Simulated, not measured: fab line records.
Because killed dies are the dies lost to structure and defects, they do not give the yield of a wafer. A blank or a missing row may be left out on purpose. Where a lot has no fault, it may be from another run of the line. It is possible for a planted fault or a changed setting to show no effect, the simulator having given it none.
The tool behind it: which one?	flow gf180mcu	23 lots, 69 wafers sampled, at 6 steps of a route of 602

WHAT THE GAUGES READ, wafer by wafer
GF_PASSIVATION_BOW_MEAS_14. Usual: for PASSIVATION_BOW the level is 138 um and the standard deviation is 10.
lot	measured	on	PASSIVATION_BOW (um)	flag
L074	day 28 22:40	film-metro-04	139 140 141	
L075	day 29 08:43	film-metro-04	132 144 152	
L076	day 29 13:08	film-metro-01	136 120 120	
L077	day 30 00:07	film-metro-01	143 130 145	
L078	day 30 06:41	film-metro-04	130 138 129	
L079	day 30 11:56	film-metro-04	136 141 136	
L080	day 30 17:02	film-metro-01	155 140 149	
L081	day 31 01:44	film-metro-01	109 130 129	
L083	day 31 17:42	film-metro-04	137 130 136	
L084	day 31 20:52	film-metro-01	133 138 144	
L085	day 32 01:58	film-metro-04	124 129 136	
L086	day 32 12:28	film-metro-01	138 136 148	
L087	day 32 23:22	film-metro-01	155 151 160	
L088	day 33 00:07	film-metro-04	150 136 150	
L089	day 33 04:08	film-metro-04	167 160 163	
L090	day 33 15:22	film-metro-01	142 136 145	
L091	day 33 18:08	film-metro-01	137 143 138	
L092	day 34 00:12	film-metro-04	116 121 138	
L093	day 34 05:43	film-metro-04	127 127 126	
L094	day 34 09:29	film-metro-04	139 131 133	
L095	day 34 14:47	film-metro-04	129 117 124	
L096	day 34 17:53	film-metro-01	137 140 143	
L097	day 34 23:32	film-metro-01	150 139 135	

WHICH TOOL RAN EACH LOT (tool, then ch and the chambers of the sampled wafers, then the start)
lot	GF_VT_IMPLANT_STRIP_20	GF_SAB_STRIP_13	GF_M4_SPUTTER_02	GF_M4_METAL_ETCH_16	GF_M4_STRIP_17
L074	plasma-asher-01 ch 0,1, day 6 05:11	plasma-asher-01 ch 0,1, day 15 00:59	pvd-sputter-02, day 22 07:47	rie-metal-01 ch 1, day 23 07:17	plasma-asher-02 ch 0, day 23 07:25
L075	plasma-asher-04 ch 0,1, day 6 11:52	plasma-asher-04 ch 0,1, day 15 11:55	pvd-sputter-02, day 22 19:01	rie-metal-01 ch 0,1, day 23 18:11	plasma-asher-01 ch 0,1, day 23 18:17
L076	plasma-asher-01 ch 0,1, day 6 15:37	plasma-asher-04 ch 0,1, day 15 16:18	pvd-sputter-02, day 23 00:47	rie-metal-02 ch 0,1, day 23 23:38	plasma-asher-04 ch 0,1, day 23 23:46
L077	plasma-asher-01 ch 0,1, day 7 02:26	plasma-asher-01 ch 0,1, day 16 05:44	pvd-sputter-02, day 23 13:25	rie-metal-02 ch 0,1, day 24 12:20	plasma-asher-01 ch 0,1, day 24 12:26
L078	plasma-asher-04 ch 0,1, day 7 05:41	plasma-asher-04 ch 0,1, day 16 15:54	pvd-sputter-02, day 23 21:54	rie-metal-01 ch 0,1, day 24 20:53	plasma-asher-01 ch 0,1, day 24 21:01
L079	plasma-asher-01 ch 0, day 7 12:14	plasma-asher-01 ch 0,1, day 16 22:17	pvd-sputter-04, day 24 06:02	rie-metal-01 ch 0,1, day 25 04:08	plasma-asher-02 ch 0, day 25 04:16
L080	plasma-asher-04 ch 0,1, day 7 18:10	plasma-asher-01 ch 0,1, day 17 03:50	pvd-sputter-02, day 24 11:52	rie-metal-01 ch 0,1, day 25 09:44	plasma-asher-02 ch 0,1, day 25 09:50
L081	plasma-asher-03 ch 0,1, day 8 00:16	plasma-asher-01 ch 0,1, day 17 12:34	pvd-sputter-03, day 24 19:28	rie-metal-01 ch 1, day 25 17:46	plasma-asher-04 ch 0, day 25 17:58
L083	plasma-asher-03 ch 0,1, day 8 15:28	plasma-asher-02 ch 0, day 18 10:03	pvd-sputter-02, day 25 16:55	rie-metal-02 ch 1, day 26 13:56	plasma-asher-02 ch 0,1, day 26 14:10
L084	plasma-asher-04 ch 0,1, day 8 21:10	plasma-asher-02 ch 0,1, day 18 17:08	pvd-sputter-02, day 25 22:31	rie-metal-02 ch 1, day 26 19:07	plasma-asher-01 ch 0,1, day 26 19:19
L085	plasma-asher-03 ch 0,1, day 9 02:25	plasma-asher-01 ch 0,1, day 19 00:48	pvd-sputter-04, day 26 04:15	rie-metal-02 ch 1, day 27 01:08	plasma-asher-02 ch 0,1, day 27 01:19
L086	plasma-asher-04 ch 0,1, day 9 08:29	plasma-asher-04 ch 0,1, day 19 12:54	pvd-sputter-02, day 26 15:44	rie-metal-01 ch 0,1, day 27 12:11	plasma-asher-04 ch 1, day 27 12:18
L087	plasma-asher-03 ch 0,1, day 9 21:02	plasma-asher-04 ch 0,1, day 20 04:45	pvd-sputter-02, day 27 04:57	rie-metal-03 ch 1, day 28 00:42	plasma-asher-04 ch 0,1, day 28 00:55
L088	plasma-asher-01 ch 0, day 10 00:07	plasma-asher-01 ch 0, day 20 07:21	pvd-sputter-04, day 27 07:05	rie-metal-03 ch 1, day 28 02:59	plasma-asher-02 ch 0,1, day 28 03:10
L089	plasma-asher-04 ch 0,1, day 10 02:46	plasma-asher-01 ch 0,1, day 20 11:12	pvd-sputter-04, day 27 11:59	rie-metal-01 ch 0,1, day 28 07:05	plasma-asher-01 ch 0,1, day 28 07:12
L090	plasma-asher-03 ch 0,1, day 10 14:23	plasma-asher-02 ch 0,1, day 21 04:26	pvd-sputter-04, day 27 23:43	rie-metal-03 ch 0,1, day 28 19:56	plasma-asher-01 ch 0,1, day 28 20:05
L091	plasma-asher-04 ch 0,1, day 10 21:16	plasma-asher-04 ch 0,1, day 21 10:25	pvd-sputter-03, day 28 06:01	rie-metal-02 ch 0, day 29 01:44	plasma-asher-04 ch 0, day 29 01:51
L092	plasma-asher-03 ch 0,1, day 11 03:53	plasma-asher-02 ch 1, day 21 16:00	pvd-sputter-03, day 28 12:29	rie-metal-02 ch 0,1, day 29 07:38	plasma-asher-01 ch 0, day 29 07:45
L093	plasma-asher-01 ch 0,1, day 11 09:46	plasma-asher-02 ch 0,1, day 22 00:14	pvd-sputter-04, day 28 18:20	rie-metal-03 ch 0,1, day 29 13:50	plasma-asher-01 ch 0,1, day 29 13:56
L094	plasma-asher-04 ch 0,1, day 11 12:34	plasma-asher-02 ch 0,1, day 22 07:06	pvd-sputter-04, day 28 23:59	rie-metal-01 ch 1, day 29 19:33	plasma-asher-02 ch 0, day 29 19:40
L095	plasma-asher-01 ch 0,1, day 11 21:16	plasma-asher-02 ch 0,1, day 22 17:20	pvd-sputter-04, day 29 07:05	rie-metal-02 ch 0,1, day 30 02:02	plasma-asher-01 ch 0,1, day 30 02:09
L096	plasma-asher-01 ch 0,1, day 12 02:53	plasma-asher-04 ch 0,1, day 22 21:27	pvd-sputter-02, day 29 12:11	rie-metal-01 ch 0,1, day 30 07:02	plasma-asher-04 ch 0,1, day 30 07:09
L097	plasma-asher-01 ch 0,1, day 12 09:50	plasma-asher-02 ch 0,1, day 23 05:56	pvd-sputter-03, day 29 18:37	rie-metal-01 ch 0,1, day 30 13:08	plasma-asher-01 ch 0,1, day 30 13:14
- GF_VT_IMPLANT_STRIP_20: strips in O2/N2.
- GF_SAB_STRIP_13: strips in O2/N2.
- GF_M4_SPUTTER_02: material AlCu, target thk 450 nm, time 23.9 s.
- GF_M4_METAL_ETCH_16: etches the open film in Cl2/BCl3, stops on SiO2, target depth 627.5 nm, time 104.6 s.
- GF_M4_STRIP_17: strips in O2/N2.

AS READ BY THE TOOLS THEMSELVES (means over the sampled wafers that have a number; for cases with no such wafer, the mark the record gives instead)
GF_VT_IMPLANT_STRIP_20. Usual: drypump-motor-current-A 5.8 A, standard deviation 0.59; heater-power-w 341 W, standard deviation 29; o2-flow-sccm 3000 sccm, standard deviation 9.3; oes-product-au 0.716 a.u., standard deviation 0.0045; strip-time-to-endpoint-s 12.63 s, standard deviation 0.033.
lot	tool	drypump-motor-current-A (A)	heater-power-w (W)	o2-flow-sccm (sccm)	oes-product-au (a.u.)	strip-time-to-endpoint-s (s)	flag
L074	plasma-asher-01	5.7	337	2989	0.715	12.59	
L075	plasma-asher-04	6.0	340	2999	0.719	12.68	
L076	plasma-asher-01	6.1	358	3004	0.715	12.62	
L077	plasma-asher-01	5.7	343	3008	0.717	12.67	
L078	plasma-asher-04	6.0	342	3007	0.711	12.63	
L079	plasma-asher-01	5.3	326	2997	0.712	12.61	
L080	plasma-asher-04	6.0	330	2992	0.711	12.64	
L081	plasma-asher-03	5.2	320	3004	0.717	12.63	
L083	plasma-asher-03	5.7	345	2997	0.717	12.66	
L084	plasma-asher-04	6.0	333	3000	0.718	12.64	
L085	plasma-asher-03	5.2	323	3002	0.715	12.64	
L086	plasma-asher-04	6.1	340	2994	0.712	12.63	
L087	plasma-asher-03	5.2	320	3000	0.718	12.63	
L088	plasma-asher-01	5.3	327	3004	0.716	12.64	
L089	plasma-asher-04	6.0	336	2993	0.714	12.64	
L090	plasma-asher-03	5.7	348	3005	0.722	12.63	
L091	plasma-asher-04	6.0	333	3003	0.719	12.61	
L092	plasma-asher-03	5.7	344	3005	0.716	12.66	
L093	plasma-asher-01	6.2	360	2990	0.714	12.63	
L094	plasma-asher-04	6.0	332	3014	0.721	12.65	
L095	plasma-asher-01	6.2	364	3006	0.717	12.58	
L096	plasma-asher-01	6.2	365	2996	0.719	12.61	
L097	plasma-asher-01	6.1	359	2998	0.715	12.59	

GF_SAB_STRIP_13. Usual: drypump-motor-current-A 5.8 A, standard deviation 0.48; heater-power-w 340 W, standard deviation 20; o2-flow-sccm 2999 sccm, standard deviation 8.3; oes-product-au 0.710 a.u., standard deviation 0.0046; strip-time-to-endpoint-s 12.63 s, standard deviation 0.032.
lot	tool	drypump-motor-current-A (A)	heater-power-w (W)	o2-flow-sccm (sccm)	oes-product-au (a.u.)	strip-time-to-endpoint-s (s)	flag
L074	plasma-asher-01	5.7	346	3001	0.709	12.62	
L075	plasma-asher-04	6.0	336	3003	0.710	12.62	
L076	plasma-asher-04	6.0	340	2999	0.708	12.64	
L077	plasma-asher-01	6.2	368	3008	0.713	12.67	
L078	plasma-asher-04	6.0	333	3010	0.710	12.61	
L079	plasma-asher-01	5.7	347	3012	0.709	12.59	
L080	plasma-asher-01	6.2	358	3004	0.711	12.64	
L081	plasma-asher-01	5.7	339	2996	0.710	12.65	
L083	plasma-asher-02	5.9	338	3005	0.709	12.64	
L084	plasma-asher-02	5.4	327	2997	0.703	12.64	
L085	plasma-asher-01	5.7	344	3005	0.706	12.62	
L086	plasma-asher-04	6.0	333	2993	0.707	12.65	
L087	plasma-asher-04	6.0	329	3000	0.710	12.69	
L088	plasma-asher-01	5.3	328	3001	0.708	12.67	
L089	plasma-asher-01	6.2	360	2994	0.710	12.60	
L090	plasma-asher-02	5.7	332	2997	0.704	12.62	
L091	plasma-asher-04	6.0	339	2992	0.707	12.63	
L092	plasma-asher-02	5.2	327	2988	0.710	12.62	
L093	plasma-asher-02	5.5	326	3003	0.707	12.63	
L094	plasma-asher-02	5.4	332	2992	0.711	12.57	
L095	plasma-asher-02	5.7	339	2993	0.708	12.63	
L096	plasma-asher-04	6.0	340	3004	0.714	12.60	
L097	plasma-asher-02	5.5	328	3003	0.707	12.60	

GF_M4_SPUTTER_02. Usual: cathode-dc-power-W 10600 W, standard deviation 1.9; throttle-valve-pct 30.2 %, standard deviation 1.
lot	tool	cathode-dc-power-W (W)	throttle-valve-pct (%)	flag
L074	pvd-sputter-02	10601	30.3	
L075	pvd-sputter-02	10599	29.9	
L076	pvd-sputter-02	10599	30.1	
L077	pvd-sputter-02	10601	30.4	
L078	pvd-sputter-02	10602	29.7	
L079	pvd-sputter-04	10599	30.4	
L080	pvd-sputter-02	10600	30.0	
L081	pvd-sputter-03	10601	29.6	
L083	pvd-sputter-02	10600	29.5	
L084	pvd-sputter-02	10600	29.5	
L085	pvd-sputter-04	10601	29.6	
L086	pvd-sputter-02	10601	30.2	
L087	pvd-sputter-02	10600	31.0	
L088	pvd-sputter-04	10600	30.3	
L089	pvd-sputter-04	10602	30.1	
L090	pvd-sputter-04	10600	30.3	
L091	pvd-sputter-03	10597	30.1	
L092	pvd-sputter-03	10602	31.2	
L093	pvd-sputter-04	10598	29.6	
L094	pvd-sputter-04	10600	30.9	
L095	pvd-sputter-04	10601	30.4	
L096	pvd-sputter-02	10602	29.7	
L097	pvd-sputter-03	10599	29.9	

GF_M4_METAL_ETCH_16. Usual: bias-w 140.0 W, standard deviation 0.4; drypump-motor-current-A 5.9 A, standard deviation 0.43; mfc-cl2-sccm 79.97 sccm, standard deviation 0.23; oes-product-au 0.971 a.u., standard deviation 0.0066; throttle-valve-pct 28.251 %, standard deviation 0.0099.
lot	tool	bias-w (W)	drypump-motor-current-A (A)	mfc-cl2-sccm (sccm)	oes-product-au (a.u.)	throttle-valve-pct (%)	flag
L074	rie-metal-01	140.2	5.9	80.07	0.976	28.243	
L075	rie-metal-01	140.3	5.8	79.84	0.964	28.256	
L076	rie-metal-02	139.9	5.5	80.01	0.974	28.253	
L077	rie-metal-02	139.9	5.5	80.12	0.978	28.252	
L078	rie-metal-01	140.2	5.7	79.95	0.968	28.253	
L079	rie-metal-01	139.7	5.6	80.23	0.971	28.250	
L080	rie-metal-01	139.7	5.6	79.87	0.975	28.253	
L081	rie-metal-01	139.7	5.9	79.93	0.974	28.244	
L083	rie-metal-02	139.9	5.6	80.11	0.973	28.249	
L084	rie-metal-02	140.0	5.6	80.03	0.977	28.250	
L085	rie-metal-02	140.2	5.6	80.17	0.968	28.247	
L086	rie-metal-01	139.9	5.7	79.80	0.976	28.246	
L087	rie-metal-03	139.8	6.7	80.11	0.968	28.253	
L088	rie-metal-03	140.2	6.7	79.95	0.970	28.253	
L089	rie-metal-01	140.3	5.8	79.96	0.965	28.259	
L090	rie-metal-03	139.8	6.6	79.73	0.968	28.257	
L091	rie-metal-02	139.8	5.4	79.88	0.958	28.268	
L092	rie-metal-02	139.7	5.6	80.05	0.969	28.258	
L093	rie-metal-03	140.3	6.6	80.06	0.963	28.258	
L094	rie-metal-01	139.6	5.9	79.80	0.972	28.254	
L095	rie-metal-02	140.3	5.5	79.80	0.967	28.248	
L096	rie-metal-01	139.9	5.6	80.05	0.978	28.246	
L097	rie-metal-01	139.9	5.8	79.97	0.967	28.253	

GF_M4_STRIP_17. Usual: drypump-motor-current-A 5.8 A, standard deviation 0.51; heater-power-w 342 W, standard deviation 22; o2-flow-sccm 2998 sccm, standard deviation 9.2; oes-product-au 0.559 a.u., standard deviation 0.0045; strip-time-to-endpoint-s 7.89 s, standard deviation 0.039.
lot	tool	drypump-motor-current-A (A)	heater-power-w (W)	o2-flow-sccm (sccm)	oes-product-au (a.u.)	strip-time-to-endpoint-s (s)	flag
L074	plasma-asher-02	5.9	338	2980	0.559	7.87	
L075	plasma-asher-01	6.1	368	2999	0.561	7.86	
L076	plasma-asher-04	6.0	336	2999	0.561	7.89	
L077	plasma-asher-01	6.1	363	2994	0.557	7.93	
L078	plasma-asher-01	6.2	362	3006	0.559	7.90	
L079	plasma-asher-02	6.0	340	2996	0.561	7.86	
L080	plasma-asher-02	5.4	327	3010	0.559	7.89	
L081	plasma-asher-04	5.9	325	2998	0.565	7.93	
L083	plasma-asher-02	5.5	331	2997	0.557	7.88	
L084	plasma-asher-01	5.7	350	3004	0.555	7.85	
L085	plasma-asher-02	5.7	335	3011	0.556	7.85	
L086	plasma-asher-04	6.1	347	2997	0.557	7.90	
L087	plasma-asher-04	6.0	337	2994	0.557	7.89	
L088	plasma-asher-02	5.7	336	2999	0.563	7.93	
L089	plasma-asher-01	5.7	348	2994	0.560	7.92	
L090	plasma-asher-01	5.7	342	2999	0.567	7.90	
L091	plasma-asher-04	5.9	322	2987	0.563	7.97	
L092	plasma-asher-01	5.3	326	2990	0.559	7.89	
L093	plasma-asher-01	5.7	350	2999	0.561	7.89	
L094	plasma-asher-02	5.9	341	3010	0.561	7.89	
L095	plasma-asher-01	6.1	368	3001	0.558	7.87	
L096	plasma-asher-04	6.0	337	3009	0.556	7.87	
L097	plasma-asher-01	5.7	347	3005	0.560	7.92	

THE ANSWER, worked out from the rows above alone
Rule: lot off if the mean of its wafers having a number is beyond 3 standard deviations from the usual mean. Also off: a lot with no number at a reading for which 4 or more lots have one. Where the step has rows for the other lots, those lots are counted as sound. First the gauges in route order, then the tools' own readings, where a lot's mean is used as printed above. At the first step where some lot is off, the reading lying furthest off is the one used; lots without a number count as furthest.
Across all readings shown, no lot is off: no conclusion can be drawn from this.

WHAT THE SIMULATOR HAD PUT IN
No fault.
